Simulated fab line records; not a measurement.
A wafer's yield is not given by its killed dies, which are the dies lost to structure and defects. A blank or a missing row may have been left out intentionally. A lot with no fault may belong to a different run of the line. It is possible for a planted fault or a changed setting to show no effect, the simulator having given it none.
8D (eight disciplines) problem report, filled in by code -- flow sky130 -- the parts of the form that need people (team, actions taken, sign-off) are left out

== 1. WHAT IS WRONG ==
Wafers without a fault read 50.000, standard deviation 0.014; beamEnergyKeV at SKY_LDD_N_IMPLANT_12 reads a mean of 35.260 on 6 wafers belonging to 2 lots. That is -99 or more standard deviations from the usual mean.
Earliest sighting: wafer L305.2 on implanter-01 at day 22 14:22. At this step, 18 wafers from 6 lots have a number in the record. By rule, "out" or "out of limits" means more than 4 standard deviations away from the usual mean. The rest of the wafers with a number are treated as sound.

== 2. WHAT IT IS, AND WHAT IT ISN'T ==
question,is,is not
which readings at this step,beamEnergyKeV,beamOnS
which lots,"L305, L306","L294, L309, L314, L315"
which wafers of those lots,all that have a number,-
read on which tools,implanter-01,implanter-02
when,from day 22 14:22,"up to then (3 sound wafers); but 9 sound wafers of L309, L314, L315 came after"

== 3. WHAT RULES OUT EACH SUSPECT ==
Counting: a tool at any process step up to the reading remains a suspect when it ran all the lots that are out and ran no sound lot after the first of those.
- implanter-01 at SKY_LDD_N_IMPLANT_12: ruled out as a lasting fault. After its first lot that is out, L305 (day 22 14:22), sound lots L315 ran on it.
Left after counting: nothing in the record.

== 4. THE CAUSE (what the simulator had put in) ==
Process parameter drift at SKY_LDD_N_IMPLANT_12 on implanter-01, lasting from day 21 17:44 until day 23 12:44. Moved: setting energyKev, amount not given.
Counting ruled it out, wrongly.

== 5. THE EFFECT CHAIN, in route order ==
Rows list readings where the struck wafers' mean (over those with a number) sits beyond 3 standard deviations from the usual. Scope: only readings with a usual standard deviation given in the record; hours: median across lots of the time from each lot's start at the first step in this table that gives one to its start at this step; sigmas: change in usual standard deviations.
hours,step,reading,usual,on struck wafers,change,sigmas
0,SKY_LDD_N_IMPLANT_12,beamEnergyKeV,50.000,35.260,-14.740,-99 or more
It contains these process steps:
- SKY_LDD_N_IMPLANT_12

== 6. HOW IT WOULD HAVE BEEN CAUGHT EARLIER ==
First out-of-limits reading in this record: day 22 14:22, which is 21 hours after fault onset at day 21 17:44.
